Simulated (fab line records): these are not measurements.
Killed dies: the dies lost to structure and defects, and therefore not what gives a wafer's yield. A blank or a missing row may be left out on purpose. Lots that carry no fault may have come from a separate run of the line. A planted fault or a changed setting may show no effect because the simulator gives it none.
A struck lot beside a sound one / flow sky130 / 14 out of 708 route steps
Sound: the wafers L594.1, L594.3, L594.4. The struck wafers were L598.2, L598.4, L598.5. At the end, the cause is stated.
At each step with rows: each side's tool, then ch and its chambers, then its first start. Under that, the readings that differ: sound wafers / struck wafers / difference of the means / sigmas: that difference in standard deviations of wafers without a fault.
alike: a reading whose means differ by less than 2 such deviations, as well as words and numbers matching on both sides. not compared: withheld readings; readings where some wafer has no value; bounds like >300 that might hide an equal value; numbers whose values overlap and for which the record gives no deviation.
The two part at a step that has a row with sigmas, a row that says differs or no value, or rows on one side only. When numbers do not overlap yet have no deviation, they are printed without sigmas and do not part them. A reading missing from all wafers of one side parts the sides only when that side holds two or more wafers.

first, 2 steps without rows for these wafers: SKY_POLY_GATE_CLEAN_19 (cleans in SC1/SC2, time 150 s); SKY_POLY_GATE_OXIDATION_20 (stabilise 600 s, purge 300 s, target thk 4 nm).
SKY_POLY_GATE_THK_MEAS_21:
  sound on film_metro-02, day 19 22:59; struck on film_metro-01, day 21 14:53
  alike: POLY_GATE_OXIDATION_THK
SKY_POLY_GATE_CD_MEAS_22:
  sound on cd_sem-01, day 19 23:03; struck on cd_sem-01, day 21 14:58
  alike: cd_nm
then, 7 steps without rows for these wafers: SKY_LDD_N_DEHYDRATE_00 (time 60 s); SKY_LDD_N_HMDS_01 (prime time 60 s); SKY_LDD_N_COAT_02 (resist thk 300 nm); SKY_LDD_N_SOFTBAKE_03 (time 60 s); SKY_LDD_N_EXPOSE_04 (exposes mask NTM, target cd 840 nm); SKY_LDD_N_PEB_05; SKY_LDD_N_DEVELOP_06 (develop time 60 s).
SKY_LDD_N_OVL_MEAS_07:
  sound on overlay-01, day 21 05:52; struck on overlay-01, day 22 21:16
  alike: LDD_N_OVL
SKY_LDD_N_IMPLANT_08:
  sound on implanter-03 ch 0, day 21 05:54; struck on implanter-03 ch 0, day 22 21:20
reading=beam_on_s (s); sound=9.91 9.66 9.61; struck=10.14 10.10 10.37; difference=+0.48; sigmas=+3
reading=dose_ions_cm2; sound=7.506e+13 7.497e+13 7.494e+13; struck=7.196e+13 7.199e+13 7.187e+13; difference=-3.050e+12; sigmas=-36
after that, 1 step had no rows for these wafers: SKY_LDD_N_IMPLANT_09.

## WHERE THEY PART
Only at SKY_LDD_N_IMPLANT_08, within this record.

WHY: whatever the simulator had introduced
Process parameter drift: implanter-03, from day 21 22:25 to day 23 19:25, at SKY_LDD_N_IMPLANT_08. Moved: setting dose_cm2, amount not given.
